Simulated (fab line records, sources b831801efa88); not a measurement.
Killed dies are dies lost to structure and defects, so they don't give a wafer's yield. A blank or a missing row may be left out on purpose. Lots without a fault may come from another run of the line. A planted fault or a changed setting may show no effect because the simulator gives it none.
fab line records | flow sky130 | part 1 of 2: steps 1 to 25 of 32
record lots=5 wafers=15 last_day=49
route steps=708 shown VIA1@473 METAL2@483
lots that met no fault: from a run of the same line without faults
start_h: hours from the record's first day to the start of the lot's first wafer shown | wait_h: hours since the lot's step before | " the same as in the row above | L1.1+2: a row that stands for several wafers | - no value, or no start given | * or withheld: withheld | < > ~ a bound
route shown NAME@n: a module of which the file shows steps, and the number in the route of the first | usual: mean/standard deviation of fault-free wafers | same: alike in all rows | chamber/n: place in a boat | sites: the reading at each site | _std_site: their standard deviation | _edge_site: outer sites' mean less inner sites' | radius_mm: how far each site lies from the wafer's centre | mask NAME#n: copy n | behind: the tool/chamber that last shaped the wafer | hold: why the lot was held/for how many hours/how that ended | device: the transistor (n, p or np) that didn't switch | end of line: the same wafers' tests at the end of the route | a step without rows: its recipe alone | killed: dies lost to structure and defects at the first sort, not the wafer's yield | map: a wafer's dies, x killed, . not, _ none there
set.NAME: the setting as run; set.NAME@STEP: as run at that earlier step | model.NAME: the simulator's own value behind a step, which no gauge read
lots at some steps of the route; a table a step, a row a wafer
services: from which hour (start_h, from the record's first day; less than 0 if before it) a tool's chamber was out of use, for how many hours, and why
## steps
# step SKY_VIA1_ETCH_15
# recipe target=SiO2 chemistry=C4F8/O2/Ar target_depth_nm=351 stop_on=TiN mask_material=KrF-thick source_w=1500 bias_w=1200 pressure_mtorr=40 c4f8_flow_sccm=withheld O2_flow_sccm=6 Ar_flow_sccm=300 time_s=54
# usual oes_product_au=0.980/0.0061 rf_fwd_power_W=1485/6.5
# columns lot.wafer tool chamber start_h wait_h oes_product_au rf_fwd_power_W rf_hours_counter_h
L082.2 rie_diel-04 1 847.19 0.0 0.976 1485 7
L082.3 " 3 " " 0.983 1497 6
L082.4 " 2 " " 0.980 1486 12
L085.2 rie_diel-04 1 881.88 0.0 0.970 1490 7
L085.3 " 0 " " 0.994 1491 2
L085.6 " 2 " " 0.990 1488 -
L088.1 rie_diel-02 1 899.24 0.0 0.979 1489 14
L088.2 " 0 " " 0.981 1489 8
L088.3 " 3 " " 0.982 1496 16
L091.1 rie_diel-01 0 913.61 0.0 0.987 1488 13
L091.2 " 2 " " 0.989 1489 11
L091.4 " 2 " " 0.993 1485 -
L095.1 rie_diel-04 3 944.91 0.0 0.979 1489 8
L095.3 " 0 " " 0.979 1491 3
L095.4 " 1 " " 0.989 1484 9
# step SKY_VIA1_STRIP_16
# recipe chemistry=O2/N2 power_w=1400 pressure_mtorr=1500 platen_temp_c=withheld o2_flow_sccm=3000 n2_flow_sccm=300 overash_fraction=0.5
# usual drypump_motor_current_A=5.7/0.54 oes_product_au=0.417/0.0047 strip_time_to_endpoint_s=4.475/0.02
# columns lot.wafer tool chamber start_h wait_h drypump_motor_current_A oes_product_au rf_hours_counter_h strip_time_to_endpoint_s
L082.2 plasma_asher-01 0 847.23 0.0 5.3 0.418 9 4.481
L082.3 " 1 " " 6.5 0.407 - 4.426
L082.4 " 0 " " 5.3 0.419 - 4.497
L085.2 plasma_asher-02 1 881.92 0.0 5.1 0.419 45 4.487
L085.3 " 0 " " 6.1 0.419 - 4.483
L085.6 " 0 " " 6.0 0.411 - 4.469
L088.1 plasma_asher-01 1 899.28 0.0 6.6 0.413 15 4.476
L088.2 " 0 " " 5.3 0.417 15 4.425
L088.3 " 1 " " 6.5 0.417 - 4.484
L091.1 plasma_asher-02 1 913.65 0.0 5.1 0.417 48 4.470
L091.2 " 0 " " 6.1 0.415 48 4.474
L091.4 " 1 " " 5.1 0.418 - 4.473
L095.1 plasma_asher-04 1 944.95 0.0 5.1 0.413 115 4.425
L095.3 " 1 " " 5.1 0.408 - 4.487
L095.4 " 0 " " 6.1 0.412 - 4.477
# step SKY_VIA1_STRIP_17
# recipe chemistry=post_etch_residue_remover time_s=1200 temp_c=72.5
# columns lot.wafer tool chamber start_h wait_h
L082.2+3+4 wet_bench-02 2 847.33 0.1
L085.2+3+6 wet_bench-02 3 882.02 0.1
L088.1+2+3 wet_bench-04 0 899.38 0.1
L091.1+2+4 wet_bench-02 2 913.75 0.1
L095.1+3+4 wet_bench-01 2 945.05 0.1
# step SKY_VIA1_CLEAN_18
# recipe chemistry=IPA time_s=180 temp_c=25
# columns lot.wafer tool chamber start_h wait_h
L082.2+3+4 wet_bench-04 3 847.68 0.0
L085.2+3+6 wet_bench-04 1 882.36 0.0
L088.1+2+3 wet_bench-01 3 899.76 0.0
L091.1+2+4 wet_bench-01 1 914.13 0.0
L095.1+3+4 wet_bench-02 1 945.40 0.0
# step SKY_VIA1_CLEAN_19
# recipe chemistry=O3/DIW dry=n2_spin
# columns lot.wafer tool chamber start_h wait_h
L082.2+3+4 wet_bench-02 3 847.73 0.0
L085.2+3+6 wet_bench-01 3 882.43 0.0
L088.1+2+3 wet_bench-04 1 899.87 0.0
L091.1+2+4 wet_bench-04 3 914.19 0.0
L095.1+3+4 wet_bench-01 1 945.46 0.0
# step SKY_VIA1_SPUTTER_20
# recipe material=TiN target_thk_nm=20 chamber_pressure_pa=5 power_w=4000 time_s=80
# usual throttle_valve_pct=29.9/0.81
# columns lot.wafer tool chamber start_h wait_h throttle_valve_pct
L082.2 pvd_sputter-03 - 847.83 0.0 29.3
L082.3 " - " " 28.6
L082.4 " - " " 29.5
L085.2 pvd_sputter-03 - 882.52 0.0 29.4
L085.3 " - " " 31.1
L085.6 " - " " 29.6
L088.1 pvd_sputter-01 - 899.97 0.0 30.4
L088.2 " - " " 30.0
L088.3 " - " " 30.9
L091.1 pvd_sputter-01 - 914.28 0.0 30.1
L091.2 " - " " 29.9
L091.4 " - " " 31.0
L095.1 pvd_sputter-02 - 945.55 0.0 29.4
L095.3 " - " " 29.5
L095.4 " - " " 28.8
# step SKY_VIA1_CVD_21
# recipe material=W target_thk_nm=270 time_s=80.902 temp_c=400 pressure_torr=40
# usual heater_power_outer_w=522/32 heater_power_w=853/46
# columns lot.wafer tool chamber start_h wait_h heater_power_outer_w heater_power_w
L082.2 cvd_w-01 0 847.89 0.0 528 859
L082.3 " 1 " " 547 882
L082.4 " 0 " " 523 850
L085.2 cvd_w-01 0 882.58 0.0 549 884
L085.3 " 1 " " 542 899
L085.6 " 1 " " 553 897
L088.1 cvd_w-01 1 900.03 0.0 549 902
L088.2 " 0 " " 530 852
L088.3 " 0 " " 550 850
L091.1 cvd_w-01 1 914.34 0.0 549 875
L091.2 " 0 " " 539 873
L091.4 " 1 " " 556 883
L095.1 cvd_w-01 1 945.61 0.0 566 903
L095.3 " 0 " " 540 869
L095.4 " 1 " " 544 883
# step SKY_VIA1_RS_MEAS_22
# recipe thk_meas_gauge=four-point-probe reads=W_of_VIA1_CVD_21+TiN_of_VIA1_SPUTTER_20
# usual VIA1_W_RS=0.425/0.006
# columns lot.wafer tool chamber start_h wait_h VIA1_W_RS[ohm/sq]
L082.2 film_metro-03 - 848.00 0.1 0.429
L082.3 " - " " 0.428
L082.4 " - " " 0.429
L085.2 film_metro-02 - 882.69 0.1 0.434
L085.3 " - " " 0.434
L085.6 " - " " 0.432
L088.1 film_metro-04 - 900.13 0.1 0.424
L088.2 " - " " 0.422
L088.3 " - " " 0.427
L091.1 film_metro-03 - 914.43 0.1 0.430
L091.2 " - " " 0.427
L091.4 " - " " 0.431
L095.1 film_metro-02 - 945.70 0.1 0.430
L095.3 " - " " 0.422
L095.4 " - " " 0.425
# step SKY_VIA1_THK_MEAS_23
# recipe thk_meas_gauge=xrf reads=W_of_VIA1_CVD_21
# usual VIA1_W_THK=266/4.5
# columns lot.wafer tool chamber start_h wait_h VIA1_W_THK[nm]
L082.2 film_metro-03 - 848.11 0.1 261
L082.3 " - " " 261
L082.4 " - " " 261
L085.2 film_metro-02 - 882.80 0.1 262
L085.3 " - " " 260
L085.6 " - " " 263
L088.1 film_metro-04 - 900.25 0.1 269
L088.2 " - " " 270
L088.3 " - " " 267
L091.1 film_metro-03 - 914.55 0.1 261
L091.2 " - " " 264
L091.4 " - " " 263
L095.1 film_metro-02 - 945.82 0.1 262
L095.3 " - " " 265
L095.4 " - " " 265
# step SKY_VIA1_CMP_24
# recipe stop_on=SiO2 t_overpolish_s=15 down_force_psi=3.5 platen_rpm=60 target_thk_nm=0 pad_velocity_m_s=0.94248
# usual motor_current_A=10.9/0.97 overpolish_run_s=15.000/0.009 retaining_ring_pressure_frac=1.000/0.0046 slurry_flow_ml_min=149.9/0.49 time_to_endpoint_s=67.6/2.7
# columns lot.wafer tool chamber start_h wait_h motor_current_A overpolish_run_s retaining_ring_pressure_frac slurry_flow_ml_min time_to_endpoint_s
L082.4 cmp-02 0 848.16 0.0 11.6 15.003 0.992 149.2 62.9
L082.3 " 1 " " 11.8 15.010 1.004 150.5 62.4
L082.2 " 3 " " 10.5 14.993 0.995 150.2 65.0
L085.2 cmp-02 3 882.85 0.0 10.2 14.995 1.001 150.1 69.1
L085.3 " 0 " " 11.5 15.008 0.996 150.2 68.1
L085.6 " 0 " " 11.7 14.998 1.006 150.5 69.2
L088.3 cmp-01 3 900.36 0.1 9.9 14.993 0.997 149.7 65.5
L088.2 " 0 " " 9.8 15.011 0.992 149.7 67.6
L088.1 " 1 " " 12.3 14.991 1.007 149.0 64.8
L091.1 cmp-01 2 914.61 0.1 10.9 15.004 0.998 150.4 69.9
L091.2 " 3 " " 10.3 15.005 1.003 150.4 72.6
L091.4 " 1 " " 12.2 14.989 0.997 149.7 69.8
L095.3 cmp-01 0 945.89 0.0 10.7 15.024 1.001 149.4 69.8
L095.1 " 1 " " 11.9 15.005 0.989 149.7 69.3
L095.4 " 2 " " 10.7 14.998 1.001 150.1 66.6
# step SKY_METAL2_SPUTTER_00
# recipe material=Ti target_thk_nm=15 power_w=3000 time_s=10 chamber_pressure_pa=0.4
# usual throttle_valve_pct=30.0/1.2
# columns lot.wafer tool chamber start_h wait_h throttle_valve_pct
L082.2 pvd_sputter-04 - 848.46 0.1 30.2
L082.3 " - " " 32.4
L082.4 " - " " 31.1
L085.2 pvd_sputter-02 - 883.15 0.2 29.3
L085.3 " - " " 31.4
L085.6 " - " " 28.6
L088.1 pvd_sputter-04 - 900.61 0.1 31.4
L088.2 " - " " 32.6
L088.3 " - " " 28.7
L091.1 pvd_sputter-03 - 914.91 0.2 28.6
L091.2 " - " " 29.2
L091.4 " - " " 29.5
L095.1 pvd_sputter-02 - 946.19 0.2 29.4
L095.3 " - " " 28.5
L095.4 " - " " 29.6
# step SKY_METAL2_SPUTTER_01
# recipe material=TiN target_thk_nm=20 power_w=6500 time_s=16.7 chamber_pressure_pa=0.4
# usual throttle_valve_pct=30.0/1.2
# columns lot.wafer tool chamber start_h wait_h throttle_valve_pct
L082.2 pvd_sputter-04 - 848.48 0.0 30.3
L082.3 " - " " 32.1
L082.4 " - " " 31.2
L085.2 pvd_sputter-02 - 883.17 0.0 29.3
L085.3 " - " " 31.6
L085.6 " - " " 28.8
L088.1 pvd_sputter-04 - 900.63 0.0 31.4
L088.2 " - " " 32.5
L088.3 " - " " 28.7
L091.1 pvd_sputter-03 - 914.94 0.0 28.8
L091.2 " - " " 29.7
L091.4 " - " " 29.4
L095.1 pvd_sputter-02 - 946.21 0.0 29.6
L095.3 " - " " 28.7
L095.4 " - " " 29.2
# step SKY_METAL2_SPUTTER_02
# recipe material=AlCu target_thk_nm=250 power_w=10600 time_s=13.3 chamber_pressure_pa=0.4
# usual throttle_valve_pct=30.0/1.2
# columns lot.wafer tool chamber start_h wait_h throttle_valve_pct
L082.2 pvd_sputter-04 - 848.51 0.0 30.4
L082.3 " - " " 32.3
L082.4 " - " " 31.4
L085.2 pvd_sputter-02 - 883.20 0.0 29.3
L085.3 " - " " 31.2
L085.6 " - " " 28.7
L088.1 pvd_sputter-04 - 900.65 0.0 31.3
L088.2 " - " " 32.5
L088.3 " - " " 28.5
L091.1 pvd_sputter-03 - 914.96 0.0 28.8
L091.2 " - " " 29.0
L091.4 " - " " 29.5
L095.1 pvd_sputter-02 - 946.24 0.0 29.8
L095.3 " - " " 28.6
L095.4 " - " " 29.5
# step SKY_METAL2_SPUTTER_03
# recipe material=Ti target_thk_nm=5 power_w=3000 time_s=3.3 chamber_pressure_pa=0.4
# usual throttle_valve_pct=30.0/1.2
# columns lot.wafer tool chamber start_h wait_h throttle_valve_pct
L082.2 pvd_sputter-04 - 848.53 0.0 30.6
L082.3 " - " " 32.7
L082.4 " - " " 31.5
L085.2 pvd_sputter-02 - 883.22 0.0 29.2
L085.3 " - " " 31.2
L085.6 " - " " 28.6
L088.1 pvd_sputter-04 - 900.68 0.0 31.2
L088.2 " - " " 32.5
L088.3 " - " " 28.8
L091.1 pvd_sputter-03 - 914.99 0.0 28.9
L091.2 " - " " 29.2
L091.4 " - " " 29.4
L095.1 pvd_sputter-02 - 946.26 0.0 29.6
L095.3 " - " " 29.0
L095.4 " - " " 29.3
# step SKY_METAL2_SPUTTER_04
# recipe material=TiN target_thk_nm=70 power_w=6500 time_s=58.3 chamber_pressure_pa=0.4
# usual throttle_valve_pct=30.0/1.2
# columns lot.wafer tool chamber start_h wait_h throttle_valve_pct
L082.2 pvd_sputter-04 - 848.55 0.0 30.2
L082.3 " - " " 32.6
L082.4 " - " " 31.2
L085.2 pvd_sputter-02 - 883.24 0.0 29.0
L085.3 " - " " 31.4
L085.6 " - " " 28.6
L088.1 pvd_sputter-04 - 900.70 0.0 31.5
L088.2 " - " " 32.4
L088.3 " - " " 28.7
L091.1 pvd_sputter-03 - 915.01 0.0 28.7
L091.2 " - " " 29.1
L091.4 " - " " 29.2
L095.1 pvd_sputter-02 - 946.28 0.0 29.4
L095.3 " - " " 28.5
L095.4 " - " " 29.5
# step SKY_METAL2_RS_MEAS_05
# recipe thk_meas_gauge=four-point-probe reads=TiN_of_METAL2_SPUTTER_04+Ti_of_METAL2_SPUTTER_03+AlCu_of_METAL2_SPUTTER_02+TiN_of_METAL2_SPUTTER_01+Ti_of_METAL2_SPUTTER_00
# usual METAL2_ALCU_RS=0.1268/0.0016
# columns lot.wafer tool chamber start_h wait_h METAL2_ALCU_RS[ohm/sq]
L082.2 film_metro-01 - 848.62 0.0 0.1269
L082.3 " - " " 0.1285
L082.4 " - " " 0.1275
L085.2 film_metro-01 - 883.31 0.0 0.1278
L085.3 " - " " 0.1278
L085.6 " - " " 0.1283
L088.1 film_metro-04 - 900.75 0.0 0.1264
L088.2 " - " " 0.1274
L088.3 " - " " 0.1276
L091.1 film_metro-01 - 915.05 0.0 0.1279
L091.2 " - " " 0.1276
L091.4 " - " " 0.1265
L095.1 film_metro-04 - 946.33 0.0 0.1236
L095.3 " - " " 0.1236
L095.4 " - " " 0.1244
# step SKY_METAL2_THK_MEAS_06
# recipe thk_meas_gauge=xrf reads=AlCu_of_METAL2_SPUTTER_02
# usual METAL2_ALCU_THK=250/3.7
# columns lot.wafer tool chamber start_h wait_h METAL2_ALCU_THK[nm]
L082.2 film_metro-01 - 848.73 0.1 250
L082.3 " - " " 247
L082.4 " - " " 250
L085.2 film_metro-01 - 883.42 0.1 244
L085.3 " - " " 246
L085.6 " - " " 246
L088.1 film_metro-04 - 900.87 0.1 251
L088.2 " - " " 247
L088.3 " - " " 250
L091.1 film_metro-01 - 915.17 0.1 248
L091.2 " - " " 247
L091.4 " - " " 250
L095.1 film_metro-04 - 946.45 0.1 258
L095.3 " - " " 257
L095.4 " - " " 255
# step SKY_METAL2_DEHYDRATE_07
# recipe temp_c=200 time_s=60
# usual heater_power_total_W=160.37/0.12 resist_line_temp_C=22.98/0.11
# columns lot.wafer tool chamber start_h wait_h heater_power_total_W resist_line_temp_C
L082.2 litho_track-02 0 861.86 13.1 160.34 23.03
L082.3 " 0 " " 160.34 22.74
L082.4 " 0 " " 160.44 22.95
L085.2 litho_track-01 0 894.98 11.5 160.36 23.00
L085.3 " 0 " " 160.29 23.10
L085.6 " 0 " " 160.23 23.04
L088.1 litho_track-04 0 912.26 11.4 160.27 23.01
L088.2 " 0 " " 160.34 23.00
L088.3 " 0 " " 160.23 22.84
L091.1 litho_track-02 0 926.44 11.3 160.19 23.04
L091.2 " 0 " " 160.38 22.87
L091.4 " 0 " " 160.55 22.84
L095.1 litho_track-02 0 958.69 12.2 160.32 22.79
L095.3 " 0 " " 160.57 22.89
L095.4 " 0 " " 160.20 23.01
# step SKY_METAL2_HMDS_08
# recipe prime_time_s=60 prime_temp_c=120
# usual resist_line_temp_C=23.01/0.095
# columns lot.wafer tool chamber start_h wait_h resist_line_temp_C
L082.2 litho_track-02 0 862.01 0.1 23.29
L082.3 " 0 " " 23.03
L082.4 " 0 " " 23.11
L085.2 litho_track-01 0 895.13 0.1 23.10
L085.3 " 0 " " 22.88
L085.6 " 0 " " 22.96
L088.1 litho_track-04 0 912.41 0.1 22.98
L088.2 " 0 " " 22.95
L088.3 " 0 " " 23.06
L091.1 litho_track-02 0 926.59 0.1 22.85
L091.2 " 0 " " 23.03
L091.4 " 0 " " 23.00
L095.1 litho_track-02 0 958.84 0.1 22.99
L095.3 " 0 " " 22.92
L095.4 " 0 " " 23.01
# step SKY_METAL2_COAT_09
# recipe resist=BARC temp_c=withheld time_s=withheld spin_rpm=3000 resist_thk_nm=60
# usual resist_line_temp_C=*
# columns lot.wafer tool chamber start_h wait_h resist_line_temp_C
L082.2 litho_track-02 0 862.16 0.1 *
L082.3 " 0 " " *
L082.4 " 0 " " *
L085.2 litho_track-01 0 895.28 0.1 *
L085.3 " 0 " " *
L085.6 " 0 " " *
L088.1 litho_track-04 0 912.56 0.1 *
L088.2 " 0 " " *
L088.3 " 0 " " *
L091.1 litho_track-02 0 926.74 0.1 *
L091.2 " 0 " " *
L091.4 " 0 " " *
L095.1 litho_track-02 0 958.99 0.1 *
L095.3 " 0 " " *
L095.4 " 0 " " *
# step SKY_METAL2_COAT_10
# recipe resist=KrF-thick spin_rpm=3000 resist_thk_nm=450
# usual resist_line_temp_C=22.97/0.098
# columns lot.wafer tool chamber start_h wait_h resist_line_temp_C
L082.2 litho_track-02 0 - - 23.05
L082.3 " 0 " " 22.84
L082.4 " 0 " " 22.81
L085.2 litho_track-01 0 - - 22.95
L085.3 " 0 " " 23.11
L085.6 " 0 " " 23.02
L088.1 litho_track-04 0 - - 22.92
L088.2 " 0 " " 22.94
L088.3 " 0 " " 22.96
L091.1 litho_track-02 0 - - 22.84
L091.2 " 0 " " 22.88
L091.4 " 0 " " 23.07
L095.1 litho_track-02 0 - - 23.01
L095.3 " 0 " " 22.98
L095.4 " 0 " " 22.97
# step SKY_METAL2_SOFTBAKE_11
# recipe temp_c=100 time_s=90 resist=KrF-thick
# usual heater_power_total_W=57.34/0.11 resist_line_temp_C=22.99/0.12
# columns lot.wafer tool chamber start_h wait_h heater_power_total_W resist_line_temp_C
L082.2 litho_track-02 0 - - 57.30 22.83
L082.3 " 0 " " 57.19 23.10
L082.4 " 0 " " 57.25 22.94
L085.2 litho_track-01 0 - - 57.39 23.10
L085.3 " 0 " " 57.23 22.99
L085.6 " 0 " " 57.24 22.93
L088.1 litho_track-04 0 - - 57.26 23.11
L088.2 " 0 " " 57.20 23.21
L088.3 " 0 " " 57.28 23.01
L091.1 litho_track-02 0 - - 57.23 22.82
L091.2 " 0 " " 57.34 22.97
L091.4 " 0 " " 57.49 22.82
L095.1 litho_track-02 0 - - 57.49 23.17
L095.3 " 0 " " 57.34 23.18
L095.4 " 0 " " 57.36 23.21
# step SKY_METAL2_EXPOSE_12
# recipe mask_id=MM2 na=0.8 source_shape=annular sigma_inner=0.55 sigma_outer=0.85 target_cd_nm=140 dose_mj=28
# usual exposure_dose_mJ_cm2=28.12/0.19 stage_vel_mm_s=499.98/0.26
# columns lot.wafer tool chamber start_h wait_h mask exposure_dose_mJ_cm2 stage_vel_mm_s
L082.2 krf_scanner-01 0 - - MM2#0 28.40 499.80
L082.3 " 0 " " MM2#0 28.35 499.62
L082.4 " 0 " " MM2#0 28.35 499.38
L085.2 krf_scanner-01 0 - - MM2#0 28.39 499.98
L085.3 " 0 " " MM2#0 28.41 500.00
L085.6 " 0 " " MM2#0 28.38 500.21
L088.1 krf_scanner-01 0 - - MM2#0 28.35 500.27
L088.2 " 0 " " MM2#0 28.35 500.12
L088.3 " 0 " " MM2#0 28.31 500.27
L091.1 krf_scanner-02 0 - - MM2#0 28.00 499.85
L091.2 " 0 " " MM2#0 28.03 499.87
L091.4 " 0 " " MM2#0 27.99 499.88
L095.1 krf_scanner-02 0 - - MM2#0 27.98 499.94
L095.3 " 0 " " MM2#0 27.94 499.32
L095.4 " 0 " " MM2#0 27.97 499.52
# step SKY_METAL2_PEB_13
# recipe peb_temp_c=withheld peb_time_s=withheld resist=KrF-thick
# usual resist_line_temp_C=*
# columns lot.wafer tool chamber start_h wait_h resist_line_temp_C
L082.2 litho_track-01 0 - - *
L082.3 " 0 " " *
L082.4 " 0 " " *
L085.2 litho_track-01 0 - - *
L085.3 " 0 " " *
L085.6 " 0 " " *
L088.1 litho_track-04 0 - - *
L088.2 " 0 " " *
L088.3 " 0 " " *
L091.1 litho_track-01 0 - - *
L091.2 " 0 " " *
L091.4 " 0 " " *
L095.1 litho_track-02 0 - - *
L095.3 " 0 " " *
L095.4 " 0 " " *
# step SKY_METAL2_DEVELOP_14
# recipe develop_time_s=60 resist=KrF-thick dev_temp_c=21
# usual resist_line_temp_C=22.98/0.093
# columns lot.wafer tool chamber start_h wait_h resist_line_temp_C
L082.2 litho_track-01 0 - - 23.07
L082.3 " 0 " " 22.95
L082.4 " 0 " " 22.99
L085.2 litho_track-01 0 - - 23.06
L085.3 " 0 " " 23.14
L085.6 " 0 " " 23.22
L088.1 litho_track-04 0 - - 23.00
L088.2 " 0 " " 22.94
L088.3 " 0 " " 23.01
L091.1 litho_track-01 0 - - 22.88
L091.2 " 0 " " 22.90
L091.4 " 0 " " 22.88
L095.1 litho_track-02 0 - - 23.04
L095.3 " 0 " " 22.93
L095.4 " 0 " " 22.94
